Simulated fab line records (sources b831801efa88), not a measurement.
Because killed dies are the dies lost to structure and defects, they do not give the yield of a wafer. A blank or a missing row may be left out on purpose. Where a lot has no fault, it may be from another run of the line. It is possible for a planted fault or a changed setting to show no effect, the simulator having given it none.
Which tool did it? ; flow sky130 ; route of 708 steps, sampled at 1 step: 10 lots, 30 wafers

WHAT THE GAUGES READ, wafer by wafer
SKY_LDD_N_OVL_MEAS_07. Usual: LDD_N_OVL gives -0.8 nm (standard deviation 1.2).
lot;measured;on;LDD_N_OVL (nm);flag
L151;day 18 05:53;overlay-02;0.3 -1.5 -1.0;
L152;day 18 13:52;overlay-02;0.3 -0.7 -2.2;
L153;day 19 03:47;overlay-01;-0.6 -0.9 -1.0;
L163;day 23 04:38;overlay-02;-3.6 0.0 -0.1;
L164;day 23 09:13;overlay-02;-1.3 -1.6 1.1;
L166;day 24 07:53;overlay-01;-1.1 -0.8 0.2;
L168;day 24 13:24;overlay-01;-0.1 -1.6 -1.0;
L169;day 24 21:37;overlay-02;-0.5 -2.0 -0.3;
L170;day 25 02:32;overlay-02;-2.7 -3.5 -3.0;
L172;day 25 21:47;overlay-02;-1.6 -0.4 0.0;

WHICH TOOL RAN EACH LOT (tool, then ch and the chambers of the sampled wafers, then the start)
Record: no process step prior to these readings.

AS READ BY THE TOOLS THEMSELVES (means over the sampled wafers that have a number; for cases with no such wafer, the mark the record gives instead)
The record holds no such reading with a usual standard deviation.

THE ANSWER, worked out from the rows above alone
Rule: lot off if the mean of its wafers having a number is beyond 3 standard deviations from the usual mean. Also off: a lot with no number at a reading for which 4 or more lots have one. All remaining lots with rows at the step are treated as sound. First the gauges in route order, then the tools' own readings, where a lot's mean is used as printed above. The first step at which some lot is off is used, and at that step the reading that is off furthest; a lot without a number counts as furthest.
None of the lots is off at any reading shown; this tells nothing.

WHAT HAD BEEN PUT IN BY THE SIMULATOR
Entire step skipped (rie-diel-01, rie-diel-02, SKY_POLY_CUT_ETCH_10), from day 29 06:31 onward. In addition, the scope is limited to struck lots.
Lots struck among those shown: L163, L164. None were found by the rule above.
